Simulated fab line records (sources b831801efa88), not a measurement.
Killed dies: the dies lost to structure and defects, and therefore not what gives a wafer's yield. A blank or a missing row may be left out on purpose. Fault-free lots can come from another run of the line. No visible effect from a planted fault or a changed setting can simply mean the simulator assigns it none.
Chamber matching / flow sky130 / SKY_VIA4_CMP_02 on cmp-02 has 4 sister chambers
The step polishes SiO2. 4 wafers are shown with their chamber, then 9 later ones without.

WAFERS PAIRED WITH THEIR CHAMBERS
wafer=L085.5; chamber=0; motor-current-A (A)=10.9
wafer=L087.1; chamber=1; motor-current-A (A)=13.6
wafer=L087.5; chamber=2; motor-current-A (A)=11.9
wafer=L087.6; chamber=3; motor-current-A (A)=12.7

WAFERS MISSING THEIR CHAMBER
wafer=L092.3; motor-current-A (A)=12.2
wafer=L092.5; motor-current-A (A)=12.0
wafer=L092.6; motor-current-A (A)=12.9
wafer=L095.3; motor-current-A (A)=11.4
wafer=L095.5; motor-current-A (A)=13.4
wafer=L095.6; motor-current-A (A)=11.5
wafer=L096.1; motor-current-A (A)=11.7
wafer=L096.3; motor-current-A (A)=12.5
wafer=L096.4; motor-current-A (A)=13.5

EACH ONE'S CHAMBER
wafer=L092.3; from the rows above=can't be placed: 2 or 3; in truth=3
wafer=L092.5; from the rows above=2; in truth=2
wafer=L092.6; from the rows above=can't be placed: 3 or 1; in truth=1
wafer=L095.3; from the rows above=can't be placed: 0 or 2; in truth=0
wafer=L095.5; from the rows above=can't be placed: 1 or 3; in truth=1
wafer=L095.6; from the rows above=can't be placed: 2 or 0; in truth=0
wafer=L096.1; from the rows above=2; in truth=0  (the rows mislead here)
wafer=L096.3; from the rows above=can't be placed: 3 or 2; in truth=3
wafer=L096.4; from the rows above=1; in truth=1
Correctly placed: 2 of 9. Can't be placed from these rows: 6 (the true chamber is among the candidates in 6). Number placed wrongly: 1.
How it was worked out, from the rows above alone: a wafer's distance from a chamber is the root of the sum, over the readings, of the square of ((its reading less the chamber's mean) divided by the reading's scatter). If the next closest chamber is less than 2 further off than the closest, the wafer can't be placed; otherwise it belongs to the closest. For every chamber, the mean is computed from those of its wafers that are shown. The scatter: with one shown wafer a chamber, the root of the mean of the squares of how far each hidden wafer lies from its nearest shown one.
